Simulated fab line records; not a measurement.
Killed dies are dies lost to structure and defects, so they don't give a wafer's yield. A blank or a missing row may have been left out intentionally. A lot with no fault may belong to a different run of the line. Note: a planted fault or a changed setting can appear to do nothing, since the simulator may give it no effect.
A lot that was struck, set against a sound lot :: flow sky130 :: 16 out of 708 route steps
Sound: wafers L595.2, L595.3, L595.4. The struck wafers were L585.1, L585.3, L585.6. The cause comes at the end.
Each step with rows lists, per side, the tool, then ch with its chambers, then its first start. Under that, the readings that differ: sound wafers :: struck wafers :: difference of the means :: sigmas: that difference in standard deviations of wafers without a fault.
alike: readings whose means differ by less than 2 such deviations, and words and numbers that are the same on both sides. not compared: withheld readings, readings that some wafer has no value for, bounds like >300 that may hide the same value, and numbers for which the record gives no deviation and whose values overlap.
Wherever a step has rows on one side only, a row that says differs or no value, or a row with sigmas, the two part there. Numbers that don't overlap but have no deviation are shown without sigmas and don't part them. A reading missing from all wafers of one side parts the sides only when that side holds two or more wafers.

SKY_NWELL_RS_MEAS_29: the measuring method here is four-point-probe.
  sound on film-metro-04 at day 11 10:57; struck on film-metro-03 at day 8 09:42
  alike: NWELL_RS
SKY_NWELL_RS_MEAS_31: the measuring method here is four-point-probe.
  sound on film-metro-04 at day 11 11:11; struck on film-metro-03 at day 8 09:56
  alike: PWDE_RS
then, 7 steps without rows for these wafers: SKY_VT_ADJUST_HVTP_DEHYDRATE_00 (time 60 s); SKY_VT_ADJUST_HVTP_HMDS_01 (prime time 60 s); SKY_VT_ADJUST_HVTP_COAT_02 (resist thk 1140 nm); SKY_VT_ADJUST_HVTP_SOFTBAKE_03 (time 60 s); SKY_VT_ADJUST_HVTP_EXPOSE_04 (exposes mask HVTPM, target cd 380 nm); SKY_VT_ADJUST_HVTP_PEB_05; SKY_VT_ADJUST_HVTP_DEVELOP_06 (develop time 60 s).
SKY_VT_ADJUST_HVTP_CD_MEAS_07 targets a cd of 380 nm.
  sound on cd-sem-02 at day 12 11:16; struck on cd-sem-01 at day 9 07:38
  alike: cd-nm
SKY_VT_ADJUST_HVTP_OVL_MEAS_08:
  sound on overlay-02 at day 12 11:22; struck on overlay-01 at day 9 07:46
  alike: VT_ADJUST_HVTP_OVL
SKY_VT_ADJUST_HVTP_IMPLANT_09:
  sound on implanter-04 ch 0, day 12 11:25; struck on implanter-03 ch 0, day 9 07:48
reading: dose-ions-cm2
sound: 4.296e+12 4.303e+12 4.295e+12
struck: 3.893e+12 3.889e+12 3.891e+12
difference: -4.070e+11
sigmas: -90

reading: faraday-current-uA
sound: 23.7 24.3 24.4
struck: 22.0 22.1 21.8
difference: -2.2
sigmas: -5
SKY_VT_ADJUST_HVTP_STRIP_10: strips in O2/N2.
  sound on plasma-asher-01 ch 0,1, day 12 11:33; struck on plasma-asher-02 ch 0,1, day 9 07:57
  alike: drypump-motor-current-A, oes-product-au, strip-time-to-endpoint-s
  not compared: rf-hours-counter-h
SKY_VT_ADJUST_HVTP_TW_MEAS_11:
  sound on film-metro-01 at day 12 11:40; struck on film-metro-02 at day 9 08:03
reading: VT_ADJUST_HVTP_TW
sound: 1349 1351 1343
struck: 1297 1292 1283
difference: -57
sigmas: -8
then, 1 step without rows for these wafers: SKY_VT_ADJUST_LVTN_DEHYDRATE_00 (time 60 s).
-- record jumps: 40 days separate the struck wafers' starts on either side; left off in module VT_ADJUST_LVTN, taken up again in module PAD_OPEN, whose first shown step is the route's number 708 --
SKY_PAD_OPEN_PROBE_99:
  sound on prober-02 at day 51 04:05; struck on prober-02 at day 48 22:57
reading: model.etest.tip-p.rs-ohm-sq
sound: 6941 6960 6918
struck: 6662 6658 6669
difference: -277
sigmas: 

reading: model.etest.pfet_01v8.drive-ua-um
sound: 188.3 184 193.6
struck: 210.6 213.7 213.6
difference: +24.0
sigmas: 

reading: model.etest.pfet_01v8_mvt.drive-ua-um
sound: 148.2 149.1 150.7
struck: 164.3 166.6 167
difference: +16.6
sigmas: 

reading: model.etest.pfet_01v8_mvt.off-log10-a-um
sound: -10.83 -11.01 -10.73
struck: -9.643 -9.439 -9.489
difference: +1.333
sigmas: 

reading: model.etest.pfet_01v8.off-log10-a-um
sound: -10.25 -10.4 -9.506
struck: -8.584 -8.73 -8.653
difference: +1.396
sigmas: 

reading: model.etest.pfet_01v8_hvt.off-log10-a-um
sound: -13.12 -13.41 -12.95
struck: -12.6 -12.59 -12.51
difference: +0.6
sigmas: 

reading: model.etest.pfet_01v8_mvt.vt-sat-v (V)
sound: -0.5906 -0.5958 -0.5759
struck: -0.4743 -0.4757 -0.4745
difference: +0.1126
sigmas: 

reading: model.etest.pfet_01v8.vt-sat-v (V)
sound: -0.6073 -0.6233 -0.5697
struck: -0.4541 -0.451 -0.4515
difference: +0.1479
sigmas: 
  alike: killed_at_M0_to_M3, killed_at_M4_up, killed-at-contacts, killed-at-front-end, killed-at-other, killed-dies, killed-open, killed-short

WHERE THEY PART
Last at SKY_VT_ADJUST_HVTP_TW_MEAS_11 as far as this record goes, first at SKY_VT_ADJUST_HVTP_IMPLANT_09. Later steps at which nothing parts them and some readings are alike: SKY_PAD_OPEN_PROBE_99.

WHY: what the simulator had put in
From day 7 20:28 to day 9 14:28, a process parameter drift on implanter-03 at SKY_VT_ADJUST_HVTP_IMPLANT_09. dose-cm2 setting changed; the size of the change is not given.
